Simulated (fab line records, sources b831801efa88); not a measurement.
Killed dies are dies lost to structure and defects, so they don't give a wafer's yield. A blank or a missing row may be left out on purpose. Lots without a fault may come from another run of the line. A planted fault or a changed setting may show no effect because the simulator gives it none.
fab line records | flow gf180mcu
record lots=5 wafers=15 last_day=33
route steps=602 shown M1@321 V1@335
lots that met no fault: from a run of the same line without faults
start_h: hours from the record's first day to the start of the lot's first wafer shown | wait_h: hours since the lot's step before | " the same as in the row above | L1.1+2: a row that stands for several wafers | - no value, or no start given | * or withheld: withheld | < > ~ a bound
route shown NAME@n: a module of which the file shows steps, and the number in the route of the first | usual: mean/standard deviation of fault-free wafers | same: alike in all rows | chamber/n: place in a boat | sites: the reading at each site | _std_site: their standard deviation | _edge_site: outer sites' mean less inner sites' | radius_mm: how far each site lies from the wafer's centre | mask NAME#n: copy n | behind: the tool/chamber that last shaped the wafer | hold: why the lot was held/for how many hours/how that ended | device: the transistor (n, p or np) that didn't switch | end of line: the same wafers' tests at the end of the route | a step without rows: its recipe alone | killed: dies lost to structure and defects at the first sort, not the wafer's yield | map: a wafer's dies, x killed, . not, _ none there
set.NAME: the setting as run; set.NAME@STEP: as run at that earlier step | model.NAME: the simulator's own value behind a step, which no gauge read
lots at some steps of the route; a table a step, a row a wafer
services: from which hour (start_h, from the record's first day; less than 0 if before it) a tool's chamber was out of use, for how many hours, and why
## steps
# step GF_M1_THK_MEAS_06
# recipe thk_meas_gauge=xrf reads=AlCu_of_M1_SPUTTER_02
# usual M1_ALCU_THK=446/5.3
# columns lot.wafer tool chamber start_h wait_h M1_ALCU_THK[nm]
L078.2 film_metro-04 - 401.41 0.1 442
L078.4 " - " " 438
L078.6 " - " " 439
L080.4 film_metro-04 - 416.18 0.1 451
L080.5 " - " " 454
L080.6 " - " " 448
L086.2 film_metro-03 - 475.78 0.1 445
L086.3 " - " " 445
L086.5 " - " " 444
L087.1 film_metro-04 - 486.46 0.1 443
L087.2 " - " " 445
L087.4 " - " " 439
L094.1 film_metro-04 - 539.84 0.1 442
L094.4 " - " " 444
L094.5 " - " " 442
# step GF_M1_DEHYDRATE_07
# recipe temp_c=200 time_s=60
# usual chill_plate_temp_C=23.03/0.11
# columns lot.wafer tool chamber start_h wait_h chill_plate_temp_C
L078.2 litho_track-03 0 412.68 11.3 23.18
L078.4 " 0 " " 23.06
L078.6 " 0 " " 23.12
L080.4 litho_track-01 0 427.49 11.3 23.11
L080.5 " 0 " " 22.98
L080.6 " 0 " " 23.03
L086.2 litho_track-03 0 487.38 11.6 22.86
L086.3 " 0 " " 23.18
L086.5 " 0 " " 23.00
L087.1 litho_track-01 0 497.66 11.2 22.96
L087.2 " 0 " " 23.14
L087.4 " 0 " " 22.99
L094.1 litho_track-03 0 550.31 10.5 22.92
L094.4 " 0 " " 23.03
L094.5 " 0 " " 22.94
# step GF_M1_HMDS_08
# recipe prime_time_s=60 prime_temp_c=120
# usual chill_plate_temp_C=23.01/0.1
# columns lot.wafer tool chamber start_h wait_h chill_plate_temp_C
L078.2 litho_track-03 0 412.83 0.1 23.08
L078.4 " 0 " " 22.94
L078.6 " 0 " " 22.98
L080.4 litho_track-01 0 427.64 0.1 22.90
L080.5 " 0 " " 22.90
L080.6 " 0 " " 22.95
L086.2 litho_track-03 0 487.53 0.1 22.99
L086.3 " 0 " " 23.03
L086.5 " 0 " " 23.05
L087.1 litho_track-01 0 497.81 0.1 23.02
L087.2 " 0 " " 23.04
L087.4 " 0 " " 22.99
L094.1 litho_track-03 0 550.46 0.1 23.14
L094.4 " 0 " " 23.09
L094.5 " 0 " " 23.04
# step GF_M1_COAT_09
# recipe resist=KrF spin_rpm=withheld resist_thk_nm=1000
# usual chill_plate_temp_C=23.00/0.094
# columns lot.wafer tool chamber start_h wait_h chill_plate_temp_C
L078.2 litho_track-03 0 412.98 0.1 23.25
L078.4 " 0 " " 23.18
L078.6 " 0 " " 22.98
L080.4 litho_track-01 0 427.79 0.1 23.08
L080.5 " 0 " " 22.93
L080.6 " 0 " " 22.92
L086.2 litho_track-03 0 487.68 0.1 22.97
L086.3 " 0 " " 23.03
L086.5 " 0 " " 23.00
L087.1 litho_track-01 0 497.96 0.1 22.92
L087.2 " 0 " " 22.98
L087.4 " 0 " " 23.08
L094.1 litho_track-03 0 550.61 0.1 23.01
L094.4 " 0 " " 22.94
L094.5 " 0 " " 22.87
# step GF_M1_SOFTBAKE_10
# recipe temp_c=130 time_s=60 resist=KrF
# usual chill_plate_temp_C=23.00/0.12
# columns lot.wafer tool chamber start_h wait_h chill_plate_temp_C
L078.2 litho_track-03 0 413.13 0.1 22.86
L078.4 " 0 " " 22.98
L078.6 " 0 " " 22.87
L080.4 litho_track-01 0 427.94 0.1 22.86
L080.5 " 0 " " 23.01
L080.6 " 0 " " 22.97
L086.2 litho_track-03 0 487.83 0.1 23.08
L086.3 " 0 " " 23.17
L086.5 " 0 " " 22.91
L087.1 litho_track-01 0 498.11 0.1 23.11
L087.2 " 0 " " 22.94
L087.4 " 0 " " 22.83
L094.1 litho_track-03 0 550.76 0.1 23.00
L094.4 " 0 " " 22.95
L094.5 " 0 " " 22.86
# step GF_M1_EXPOSE_11
# recipe mask_id=Metal1 target_cd_nm=230 na=0.68 source_shape=conventional sigma_outer=0.6 dose_mj=28
# usual exposure_dose_mJ_cm2=27.954/0.03
# same na=0.68
# columns lot.wafer tool chamber start_h wait_h mask exposure_dose_mJ_cm2
L078.2 krf_scanner-02 0 - - Metal1#0 27.953
L078.4 " 0 " " Metal1#0 27.972
L078.6 " 0 " " Metal1#0 27.977
L080.4 krf_scanner-01 0 - - Metal1#0 27.919
L080.5 " 0 " " Metal1#0 27.895
L080.6 " 0 " " Metal1#0 27.979
L086.2 krf_scanner-02 0 - - Metal1#0 27.954
L086.3 " 0 " " Metal1#0 28.017
L086.5 " 0 " " Metal1#0 27.965
L087.1 krf_scanner-02 0 - - Metal1#0 27.937
L087.2 " 0 " " Metal1#0 27.945
L087.4 " 0 " " Metal1#0 27.922
L094.1 krf_scanner-01 0 - - Metal1#0 27.950
L094.4 " 0 " " Metal1#0 27.930
L094.5 " 0 " " Metal1#0 27.968
# step GF_M1_PEB_12
# recipe peb_temp_c=135 peb_time_s=90 resist=KrF
# usual chill_plate_temp_C=23.00/0.11
# columns lot.wafer tool chamber start_h wait_h chill_plate_temp_C
L078.2 litho_track-03 0 - - 22.92
L078.4 " 0 " " 23.02
L078.6 " 0 " " 23.01
L080.4 litho_track-01 0 - - 23.07
L080.5 " 0 " " 22.95
L080.6 " 0 " " 22.88
L086.2 litho_track-03 0 - - 22.91
L086.3 " 0 " " 23.04
L086.5 " 0 " " 22.95
L087.1 litho_track-01 0 - - 23.08
L087.2 " 0 " " 23.10
L087.4 " 0 " " 23.17
L094.1 litho_track-01 0 - - 23.02
L094.4 " 0 " " 23.07
L094.5 " 0 " " 22.98
# step GF_M1_DEVELOP_13
# recipe develop_time_s=60 dev_temp_c=21
# usual chill_plate_temp_C=23.02/0.11
# columns lot.wafer tool chamber start_h wait_h chill_plate_temp_C
L078.2 litho_track-03 0 424.43 0.2 22.73
L078.4 " 0 " " 22.89
L078.6 " 0 " " 22.90
L080.4 litho_track-01 0 440.19 0.1 22.92
L080.5 " 0 " " 23.04
L080.6 " 0 " " 23.16
L086.2 litho_track-03 0 499.33 0.2 22.96
L086.3 " 0 " " 23.05
L086.5 " 0 " " 23.14
L087.1 litho_track-01 0 510.16 0.2 23.02
L087.2 " 0 " " 22.92
L087.4 " 0 " " 23.10
L094.1 litho_track-01 0 562.21 0.2 23.20
L094.4 " 0 " " 23.10
L094.5 " 0 " " 22.95
# step GF_M1_CD_MEAS_14
# recipe target_cd_nm=230
# usual cd_nm=229.7/1.4
# columns lot.wafer tool chamber start_h wait_h cd_nm
L078.2 cd_sem-01 - 424.58 0.1 231.1
L078.4 " - " " 230.2
L078.6 " - " " 230.2
L080.4 cd_sem-01 - 440.32 0.1 231.7
L080.5 " - " " 230.9
L080.6 " - " " 230.8
L086.2 cd_sem-01 - 499.48 0.1 227.7
L086.3 " - " " 227.7
L086.5 " - " " 228.7
L087.1 cd_sem-02 - 510.31 0.1 226.1
L087.2 " - " " 226.4
L087.4 " - " " 227.9
L094.1 cd_sem-02 - 562.36 0.1 230.9
L094.4 " - " " 231.7
L094.5 " - " " 232.3
# step GF_M1_OVL_MEAS_15
# usual M1_OVL=-4/5
# columns lot.wafer tool chamber start_h wait_h M1_OVL[nm]
L078.2 overlay-02 - 424.68 0.1 -14
L078.4 " - " " -12
L078.6 " - " " -9
L080.4 overlay-02 - 440.40 0.1 -8
L080.5 " - " " -7
L080.6 " - " " -3
L086.2 overlay-01 - 499.58 0.1 -12
L086.3 " - " " -7
L086.5 " - " " -2
L087.1 overlay-01 - 510.43 0.1 -5
L087.2 " - " " 3
L087.4 " - " " -3
L094.1 overlay-01 - 562.48 0.1 3
L094.4 " - " " 1
L094.5 " - " " -1
# step GF_M1_METAL_ETCH_16
# recipe chemistry=Cl2/BCl3 mask_material=KrF target_depth_nm=750.8 stop_on=SiO2 pressure_mtorr=8 icp_w=800 bias_w=140 Cl2_flow_sccm=80 bcl3_flow_sccm=40 time_s=125.1
# usual bias_w=140.0/0.43 drypump_motor_current_A=5.9/0.37 oes_product_au=0.990/0.0058 throttle_valve_pct=28.230/0.01
# columns lot.wafer tool chamber start_h wait_h bias_w drypump_motor_current_A oes_product_au rf_hours_counter_h throttle_valve_pct
L078.2 rie_metal-01 1 424.71 0.0 139.2 6.0 0.993 10 28.240
L078.4 " 0 " " 140.2 5.8 0.991 - 28.224
L078.6 " 0 " " 140.3 5.8 0.991 - 28.220
L080.4 rie_metal-01 1 440.46 0.1 140.1 6.0 0.990 - 28.224
L080.5 " 0 " " 139.6 5.8 0.996 - 28.229
L080.6 " 1 " " 139.8 6.0 0.989 - 28.242
L086.2 rie_metal-02 1 499.61 0.0 139.6 5.1 0.982 13 28.234
L086.3 " 1 " " 139.3 5.1 0.981 - 28.238
L086.5 " 0 " " 140.1 5.7 0.984 - 28.263
L087.1 rie_metal-01 0 510.47 0.0 141.3 5.8 0.984 5 28.228
L087.2 " 0 " " 140.5 5.8 0.981 - 28.233
L087.4 " 0 " " 140.7 5.8 0.994 - 28.231
L094.1 rie_metal-01 0 562.52 0.0 140.3 5.8 0.980 7 28.238
L094.4 " 1 " " 139.9 6.0 0.991 - 28.248
L094.5 " 1 " " 139.8 6.0 0.986 - 28.237
# step GF_M1_STRIP_17
# recipe chemistry=O2/N2 power_w=1400 pressure_mtorr=1500 platen_temp_c=250 o2_flow_sccm=3000 n2_flow_sccm=300 overash_fraction=0.5
# usual drypump_motor_current_A=5.9/0.48 heater_power_w=330/31 n2_flow_sccm=299.8/1 oes_product_au=0.538/0.0046 strip_time_to_endpoint_s=7.39/0.049
# columns lot.wafer tool chamber start_h wait_h drypump_motor_current_A heater_power_w n2_flow_sccm oes_product_au rf_hours_counter_h strip_time_to_endpoint_s
L078.2 plasma_asher-02 0 424.84 0.1 5.8 347 299.2 0.540 81 7.37
L078.4 " 0 " " 5.8 348 299.6 0.537 - 7.36
L078.6 " 1 " " 6.6 310 299.5 0.538 - 7.38
L080.4 plasma_asher-04 0 440.58 0.1 5.8 332 299.4 0.539 - 7.33
L080.5 " 0 " " 5.8 315 299.9 0.542 - 7.38
L080.6 " 1 " " 6.2 376 298.9 0.540 - 7.37
L086.2 plasma_asher-01 0 499.74 0.1 5.6 333 300.4 0.539 7 7.44
L086.3 " 0 " " 5.6 330 298.6 0.537 - 7.38
L086.5 " 1 " " 5.2 280 301.0 0.535 - 7.35
L087.1 plasma_asher-02 0 510.73 0.2 5.7 358 301.4 0.538 91 7.43
L087.2 " 1 " " 6.7 303 299.8 0.530 91 7.39
L087.4 " 0 " " 5.8 350 301.8 0.533 - 7.42
L094.1 plasma_asher-01 1 562.65 0.1 5.1 281 299.3 0.538 14 7.47
L094.4 " 0 " " 5.6 330 299.2 0.540 - 7.45
L094.5 " 0 " " 5.6 336 298.5 0.551 - 7.46
# step GF_M1_STRIP_18
# recipe chemistry=post_etch_residue_remover time_s=1200 temp_c=72.5
# columns lot.wafer tool chamber start_h wait_h
L078.2+4+6 wet_bench-04 2 424.94 0.1
L080.4+5+6 wet_bench-02 2 440.65 0.0
L086.2+3+5 wet_bench-01 2 499.84 0.1
L087.1+2+4 wet_bench-04 3 510.83 0.1
L094.1+4+5 wet_bench-02 0 562.75 0.1
# step GF_M1_CLEAN_19
# recipe chemistry=DIW dry=n2_spin
# columns lot.wafer tool chamber start_h wait_h
L078.2+4+6 wet_bench-02 0 425.29 0.0
L080.4+5+6 wet_bench-04 1 440.99 0.0
L086.2+3+5 wet_bench-02 2 500.18 0.0
L087.1+2+4 wet_bench-01 1 511.20 0.0
L094.1+4+5 wet_bench-01 0 563.09 0.0
# step GF_V1_CVD_00
# recipe material=SiO2 target_thk_nm=600 sigma_open_frac=0.3 temp_c=400 time_s=100 sih4_flow_sccm=60 pressure_mtorr=6
# columns lot.wafer tool chamber start_h wait_h
L078.2+4+6 hdpcvd-01 2,0,1 425.38 0.0
L080.4+5+6 hdpcvd-01 1,2,0 441.12 0.0
L086.2+3+5 hdpcvd-02 0,2,2 500.28 0.0
L087.1+2+4 hdpcvd-02 2,1,2 511.29 0.0
L094.1+4+5 hdpcvd-01 2,2,0 563.19 0.0
# step GF_V1_THK_MEAS_01
# recipe reads=SiO2_of_V1_CVD_00
# usual V1_CVD_00_THK=601/5.8
# columns lot.wafer tool chamber start_h wait_h V1_CVD_00_THK[nm]
L078.2 film_metro-02 - 425.46 0.0 590
L078.4 " - " " 597
L078.6 " - " " 598
L080.4 film_metro-04 - 441.24 0.1 600
L080.5 " - " " 591
L080.6 " - " " 604
L086.2 film_metro-02 - 500.36 0.0 601
L086.3 " - " " 595
L086.5 " - " " 589
L087.1 film_metro-01 - 511.36 0.0 592
L087.2 " - " " 598
L087.4 " - " " 593
L094.1 film_metro-01 - 563.26 0.0 598
L094.4 " - " " 592
L094.5 " - " " 596
# step GF_V1_CVD_02
# recipe material=SiO2 target_thk_nm=850 precursor=TEOS temp_c=400 time_s=94.851 rf_w=600
# usual heater_power_w=713/140
# columns lot.wafer tool chamber start_h wait_h heater_power_w
L078.2 pecvd-01 1 425.51 0.0 670
L078.4 " 0 " " 1040
L078.6 " 1 " " 688
L080.4 pecvd-01 0 441.30 0.1 1035
L080.5 " 1 " " 686
L080.6 " 2 " " 650
L086.2 pecvd-02 0 500.41 0.0 696
L086.3 " 2 " " 636
L086.5 " 1 " " 761
L087.1 pecvd-01 0 511.42 0.1 852
L087.2 " 2 " " 661
L087.4 " 1 " " 651
L094.1 pecvd-01 2 563.32 0.1 699
L094.4 " 2 " " 531
L094.5 " 1 " " 674
# step GF_V1_THK_MEAS_03
# recipe reads=SiO2_of_V1_CVD_02
# usual V1_CVD_02_THK=845/12
# columns lot.wafer tool chamber start_h wait_h V1_CVD_02_THK[nm]
L078.2 film_metro-04 - 425.59 0.0 835
L078.4 " - " " 832
L078.6 " - " " 839
L080.4 film_metro-02 - 441.37 0.0 853
L080.5 " - " " 858
L080.6 " - " " 863
L086.2 film_metro-01 - 500.49 0.0 854
L086.3 " - " " 838
L086.5 " - " " 855
L087.1 film_metro-02 - 511.49 0.0 843
L087.2 " - " " 837
L087.4 " - " " 867
L094.1 film_metro-02 - 563.39 0.0 847
L094.4 " - " " 841
L094.5 " - " " 851
# step GF_V1_CMP_04
# recipe material=SiO2 down_force_psi=4 platen_rpm=60 pad_velocity_m_s=0.94248
# usual motor_current_A=12.3/0.92 time_to_endpoint_s=78/5.5
# columns lot.wafer tool chamber start_h wait_h motor_current_A time_to_endpoint_s
L078.2 cmp-02 2 425.69 0.1 11.1 73
L078.4 " 3 " " 11.6 72
L078.6 " 2 " " 11.5 71
L080.4 cmp-01 2 441.55 0.2 12.2 78
L080.5 " 3 " " 13.6 81
L080.6 " 0 " " 12.7 85
L086.2 cmp-01 0 500.74 0.2 12.8 79
L086.3 " 2 " " 11.6 76
L086.5 " 0 " " 13.0 81
L087.1 cmp-02 1 511.55 0.1 11.6 82
L087.2 " 2 " " 11.1 77
L087.4 " 3 " " 11.9 87
L094.1 cmp-02 2 563.45 0.1 11.2 80
L094.4 " 3 " " 11.3 77
L094.5 " 3 " " 10.9 79
# step GF_V1_BOW_MEAS_05
# recipe mode=bow
# usual V1_BOW=82/8.1
# columns lot.wafer tool chamber start_h wait_h V1_BOW[um]
L078.2 film_metro-04 - 425.96 0.2 84
L078.4 " - " " 74
L078.6 " - " " 94
L080.4 film_metro-04 - 441.76 0.2 75
L080.5 " - " " 69
L080.6 " - " " 78
L086.2 film_metro-01 - 501.06 0.3 77
L086.3 " - " " 85
L086.5 " - " " 81
L087.1 film_metro-02 - 511.85 0.2 87
L087.2 " - " " 86
L087.4 " - " " 84
L094.1 film_metro-04 - 563.75 0.2 83
L094.4 " - " " 74
L094.5 " - " " 76
# step GF_V1_DEHYDRATE_06
# recipe temp_c=200 time_s=60
# usual chill_plate_temp_C=23.01/0.11
# columns lot.wafer tool chamber start_h wait_h chill_plate_temp_C
L078.2 litho_track-01 0 438.19 12.2 23.06
L078.4 " 0 " " 23.02
L078.6 " 0 " " 23.18
L080.4 litho_track-01 0 453.49 11.7 22.96
L080.5 " 0 " " 23.07
L080.6 " 0 " " 23.03
L086.2 litho_track-03 0 512.48 11.4 23.05
L086.3 " 0 " " 23.11
L086.5 " 0 " " 23.14
L087.1 litho_track-04 0 522.51 10.6 22.85
L087.2 " 0 " " 22.97
L087.4 " 0 " " 22.89
L094.1 litho_track-04 0 573.86 10.1 22.83
L094.4 " 0 " " 22.84
L094.5 " 0 " " 22.85
# step GF_V1_HMDS_07
# recipe prime_time_s=60 prime_temp_c=120
# usual chill_plate_temp_C=23.00/0.11
# columns lot.wafer tool chamber start_h wait_h chill_plate_temp_C
L078.2 litho_track-01 0 438.34 0.1 22.84
L078.4 " 0 " " 23.01
L078.6 " 0 " " 22.85
L080.4 litho_track-01 0 453.64 0.1 23.16
L080.5 " 0 " " 23.13
L080.6 " 0 " " 23.01
L086.2 litho_track-03 0 512.63 0.1 22.91
L086.3 " 0 " " 22.98
L086.5 " 0 " " 22.93
L087.1 litho_track-04 0 522.66 0.1 23.02
L087.2 " 0 " " 23.23
L087.4 " 0 " " 23.38
L094.1 litho_track-04 0 574.01 0.1 22.94
L094.4 " 0 " " 22.93
L094.5 " 0 " " 22.92
# step GF_V1_COAT_08
# recipe resist=BARC temp_c=withheld time_s=withheld spin_rpm=withheld resist_thk_nm=withheld
# usual chill_plate_temp_C=*
# columns lot.wafer tool chamber start_h wait_h chill_plate_temp_C
L078.2 litho_track-01 0 438.49 0.1 *
L078.4 " 0 " " *
L078.6 " 0 " " *
L080.4 litho_track-01 0 453.79 0.1 *
L080.5 " 0 " " *
L080.6 " 0 " " *
L086.2 litho_track-03 0 512.78 0.1 *
L086.3 " 0 " " *
L086.5 " 0 " " *
L087.1 litho_track-04 0 522.81 0.1 *
L087.2 " 0 " " *
L087.4 " 0 " " *
L094.1 litho_track-04 0 574.16 0.1 *
L094.4 " 0 " " *
L094.5 " 0 " " *
# step GF_V1_COAT_09
# recipe resist=KrF spin_rpm=withheld resist_thk_nm=1000
# usual chill_plate_temp_C=22.98/0.093
# columns lot.wafer tool chamber start_h wait_h chill_plate_temp_C
L078.2 litho_track-01 0 - - 22.99
L078.4 " 0 " " 23.04
L078.6 " 0 " " 22.95
L080.4 litho_track-01 0 - - 23.05
L080.5 " 0 " " 23.05
L080.6 " 0 " " 23.19
L086.2 litho_track-03 0 - - 22.87
L086.3 " 0 " " 22.99
L086.5 " 0 " " 23.00
L087.1 litho_track-04 0 - - 23.09
L087.2 " 0 " " 22.99
L087.4 " 0 " " 22.97
L094.1 litho_track-04 0 - - 22.98
L094.4 " 0 " " 23.09
L094.5 " 0 " " 23.11
# step GF_V1_SOFTBAKE_10
# recipe temp_c=130 time_s=60 resist=KrF
# usual chill_plate_temp_C=23.02/0.093
# columns lot.wafer tool chamber start_h wait_h chill_plate_temp_C
L078.2 litho_track-01 0 - - 23.11
L078.4 " 0 " " 23.14
L078.6 " 0 " " 23.22
L080.4 litho_track-01 0 - - 23.01
L080.5 " 0 " " 22.88
L080.6 " 0 " " 23.02
L086.2 litho_track-03 0 - - 22.99
L086.3 " 0 " " 23.03
L086.5 " 0 " " 23.05
L087.1 litho_track-04 0 - - 22.97
L087.2 " 0 " " 23.01
L087.4 " 0 " " 23.03
L094.1 litho_track-04 0 - - 22.84
L094.4 " 0 " " 22.93
L094.5 " 0 " " 23.11
# step GF_V1_EXPOSE_11
# recipe mask_id=Via1 target_cd_nm=260 na=0.68 source_shape=conventional sigma_outer=0.6 dose_mj=38
# usual exposure_dose_mJ_cm2=37.95/0.04
# same na=0.68
# columns lot.wafer tool chamber start_h wait_h mask exposure_dose_mJ_cm2
L078.2 krf_scanner-01 0 - - Via1#0 37.90
L078.4 " 0 " " Via1#0 37.90
L078.6 " 0 " " Via1#0 37.94
L080.4 krf_scanner-02 0 - - Via1#0 37.88
L080.5 " 0 " " Via1#0 37.89
L080.6 " 0 " " Via1#0 37.95
L086.2 krf_scanner-02 0 - - Via1#0 37.99
L086.3 " 0 " " Via1#0 37.97
L086.5 " 0 " " Via1#0 37.98
L087.1 krf_scanner-02 0 - - Via1#0 37.98
L087.2 " 0 " " Via1#0 37.92
L087.4 " 0 " " Via1#0 37.95
L094.1 krf_scanner-02 0 - - Via1#0 37.96
L094.4 " 0 " " Via1#0 38.00
L094.5 " 0 " " Via1#0 38.00
# step GF_V1_PEB_12
# recipe peb_temp_c=135 peb_time_s=90 resist=KrF
# usual chill_plate_temp_C=23.01/0.1
# columns lot.wafer tool chamber start_h wait_h chill_plate_temp_C
L078.2 litho_track-04 0 - - 22.74
L078.4 " 0 " " 23.00
L078.6 " 0 " " 23.07
L080.4 litho_track-04 0 - - 22.94
L080.5 " 0 " " 22.78
L080.6 " 0 " " 22.87
L086.2 litho_track-04 0 - - 23.00
L086.3 " 0 " " 23.13
L086.5 " 0 " " 23.20
L087.1 litho_track-03 0 - - 22.90
L087.2 " 0 " " 23.10
L087.4 " 0 " " 23.11
L094.1 litho_track-04 0 - - 23.07
L094.4 " 0 " " 23.00
L094.5 " 0 " " 23.05
# step GF_V1_DEVELOP_13
# recipe develop_time_s=60 resist=KrF dev_temp_c=21
# usual chill_plate_temp_C=23.01/0.11
# columns lot.wafer tool chamber start_h wait_h chill_plate_temp_C
L078.2 litho_track-04 0 450.74 0.2 23.11
L078.4 " 0 " " 22.90
L078.6 " 0 " " 22.97
L080.4 litho_track-04 0 465.94 0.1 23.17
L080.5 " 0 " " 23.28
L080.6 " 0 " " 23.19
L086.2 litho_track-04 0 524.19 0.2 22.95
L086.3 " 0 " " 23.03
L086.5 " 0 " " 23.01
L087.1 litho_track-03 0 534.36 0.2 23.05
L087.2 " 0 " " 23.07
L087.4 " 0 " " 22.96
L094.1 litho_track-04 0 584.91 0.2 22.96
L094.4 " 0 " " 22.94
L094.5 " 0 " " 22.89
# step GF_V1_CD_MEAS_14
# recipe target_cd_nm=260
# usual cd_nm=261.0/1.2
# columns lot.wafer tool chamber start_h wait_h cd_nm
L078.2 cd_sem-01 - 450.88 0.1 260.8
L078.4 " - " " 261.6
L078.6 " - " " 261.3
L080.4 cd_sem-02 - 466.07 0.1 261.1
L080.5 " - " " 262.7
L080.6 " - " " 261.2
L086.2 cd_sem-01 - 524.33 0.1 262.2
L086.3 " - " " 262.8
L086.5 " - " " 262.4
L087.1 cd_sem-01 - 534.51 0.1 261.5
L087.2 " - " " 261.7
L087.4 " - " " 261.0
L094.1 cd_sem-02 - 585.06 0.1 260.6
L094.4 " - " " 260.9
L094.5 " - " " 260.5
# step GF_V1_OVL_MEAS_15
# usual V1_OVL=-1/6.6
# columns lot.wafer tool chamber start_h wait_h V1_OVL[nm]
L078.2 overlay-02 - 450.99 0.1 0
L078.4 " - " " -3
L078.6 " - " " -4
L080.4 overlay-01 - 466.15 0.1 -3
L080.5 " - " " 0
L080.6 " - " " 0
L086.2 overlay-01 - 524.44 0.1 1
L086.3 " - " " -7
L086.5 " - " " -14
L087.1 overlay-02 - 534.63 0.1 -9
L087.2 " - " " -11
L087.4 " - " " -6
L094.1 overlay-01 - 585.18 0.1 -3
L094.4 " - " " -6
L094.5 " - " " -1
# step GF_V1_ETCH_16
# recipe chemistry=N2/H2 target_depth_a=withheld overetch_a=withheld time_s=withheld target=BARC ion_energy_ev=200 source_w=500 bias_w=100 pressure_mtorr=30 n2_flow_sccm=100 h2_flow_sccm=200
# usual bias_w=100.0/0.31 drypump_motor_current_A=5.9/0.39 n2_flow_sccm=100.0/0.31 oes_product_au=0.855/0.005 throttle_valve_pct=13.225/0.0093
# columns lot.wafer tool chamber start_h wait_h bias_w drypump_motor_current_A n2_flow_sccm oes_product_au throttle_valve_pct
L078.2 rie_diel-03 2 451.02 0.0 100.0 5.8 100.2 0.846 13.250
L078.4 " 1 " " 99.9 5.4 99.8 0.850 13.233
L078.6 " 1 " " 99.9 5.4 100.1 0.857 13.233
L080.4 rie_diel-03 2 466.19 0.0 100.8 5.8 100.3 0.857 13.238
L080.5 " 3 " " 100.1 5.9 100.6 0.858 13.241
L080.6 " 0 " " 99.8 5.5 100.5 0.861 13.210
L086.2 rie_diel-04 3 524.47 0.0 100.5 5.1 100.1 0.855 13.232
L086.3 " 2 " " 100.0 5.7 100.3 0.863 13.228
L086.5 " 0 " " 100.0 5.9 99.7 0.846 13.221
L087.1 rie_diel-03 0 534.66 0.0 99.2 5.5 99.7 0.854 13.225
L087.2 " 1 " " 99.3 5.4 99.8 0.853 13.243
L087.4 " 2 " " 99.8 5.8 100.4 0.862 13.221
L094.1 rie_diel-04 0 585.22 0.0 99.8 5.8 99.9 0.847 13.240
L094.4 " 1 " " 99.8 5.9 100.1 0.857 13.225
L094.5 " 1 " " 99.8 5.9 99.5 0.850 13.224
# step GF_V1_ETCH_17
# recipe chemistry=C4F8/O2/Ar mask_material=KrF target=SiO2 stop_on=TiN source_w=1500 bias_w=1200 pressure_mtorr=40 c4f8_flow_sccm=withheld O2_flow_sccm=6 Ar_flow_sccm=300 time_s=withheld target_depth_a=6300
# usual bias_w=1200/3.8 oes_product_au=0.855/0.0047
# columns lot.wafer tool chamber start_h wait_h bias_w oes_product_au
L078.2 rie_diel-03 2 - - 1209 0.860
L078.4 " 1 " " 1204 0.863
L078.6 " 1 " " 1200 0.859
L080.4 rie_diel-03 2 - - 1191 0.849
L080.5 " 3 " " 1202 0.857
L080.6 " 0 " " 1196 0.858
L086.2 rie_diel-04 3 - - 1205 0.850
L086.3 " 2 " " 1196 0.854
L086.5 " 0 " " 1200 0.859
L087.1 rie_diel-03 0 - - 1207 0.855
L087.2 " 1 " " 1196 0.861
L087.4 " 2 " " 1201 0.856
L094.1 rie_diel-04 0 - - 1205 0.857
L094.4 " 1 " " 1205 0.860
L094.5 " 1 " " 1200 0.859
# step GF_V1_STRIP_18
# recipe chemistry=O2/N2 power_w=1400 pressure_mtorr=1500 platen_temp_c=250 o2_flow_sccm=3000 n2_flow_sccm=300 overash_fraction=0.5
# usual drypump_motor_current_A=5.6/0.4 heater_power_w=330/31 n2_flow_sccm=300.2/0.82 oes_product_au=0.592/0.0054
# columns lot.wafer tool chamber start_h wait_h drypump_motor_current_A heater_power_w n2_flow_sccm oes_product_au rf_hours_counter_h
L078.2 plasma_asher-01 0 451.15 - 5.6 339 300.5 0.587 2
L078.4 " 0 " " 5.6 326 300.4 0.604 -
L078.6 " 1 " " 5.2 287 301.1 0.604 -
L080.4 plasma_asher-03 1 466.33 - 5.7 375 299.8 0.595 -
L080.5 " 0 " " 5.3 314 299.4 0.593 -
L080.6 " 1 " " 5.7 378 301.3 0.602 -
L086.2 plasma_asher-02 0 524.60 - 5.8 347 298.8 0.591 92
L086.3 " 1 " " 6.7 307 299.8 0.601 -
L086.5 " 1 " " 6.7 301 299.0 0.592 -
L087.1 plasma_asher-02 1 534.79 - 6.7 304 300.5 0.591 93
L087.2 " 0 " " 5.8 356 300.7 0.585 93
L087.4 " 1 " " 6.6 308 300.6 0.592 -
L094.1 plasma_asher-03 1 585.35 - 5.7 377 300.7 0.593 44
L094.4 " 1 " " 5.7 386 301.0 0.592 -
L094.5 " 1 " " 5.7 379 300.7 0.590 -
# step GF_V1_STRIP_19
# recipe chemistry=post_etch_residue_remover time_s=1200 temp_c=72.5
# columns lot.wafer tool chamber start_h wait_h
L078.2+4+6 wet_bench-02 1 451.25 0.1
L080.4+5+6 wet_bench-03 3 466.40 0.0
L086.2+3+5 wet_bench-04 1 524.70 0.1
L087.1+2+4 wet_bench-02 2 534.89 0.1
L094.1+4+5 wet_bench-02 1 585.45 0.1
# step GF_V1_CLEAN_20
# recipe chemistry=DIW dry=n2_spin
# columns lot.wafer tool chamber start_h wait_h
L078.2+4+6 wet_bench-04 2 451.62 0.0
L080.4+5+6 wet_bench-04 0 466.77 0.0
L086.2+3+5 wet_bench-04 0 525.04 0.0
L087.1+2+4 wet_bench-04 3 535.26 0.0
L094.1+4+5 wet_bench-04 2 585.82 0.0
## services
# columns tool chamber start_h hours kind
krf_scanner-02 - 404.42 0.8 pm
krf_scanner-02 - 410.79 0.4 repair
krf_scanner-01 - 413.73 1.0 repair
krf_scanner-02 - 419.27 4.0 pm
krf_scanner-01 - 419.86 0.6 repair
plasma_asher-01 - 421.25 9.0 pm
krf_scanner-02 - 443.08 0.2 repair
cmp-02 - 461.15 6.9 pm
pecvd-01 - 461.57 0.9 repair
krf_scanner-01 - 467.38 72.0 pm
rie_diel-04 1 467.42 3.0 repair
rie_metal-01 0 472.40 8.5 repair
wet_bench-01 - 484.42 6.8 repair
wet_bench-01 - 494.66 4.4 pm
cmp-02 - 494.69 7.8 pm
krf_scanner-02 - 505.62 1.0 pm
krf_scanner-02 - 509.51 0.1 repair
hdpcvd-01 - 511.08 6.0 pm
wet_bench-02 - 513.04 15.8 repair
pecvd-01 - 539.59 0.5 repair
krf_scanner-02 - 540.38 1.3 pm
rie_diel-03 0 542.21 2.3 repair
krf_scanner-02 - 573.22 0.8 pm
rie_diel-04 - 574.74 0.1 repair
## key
fault none
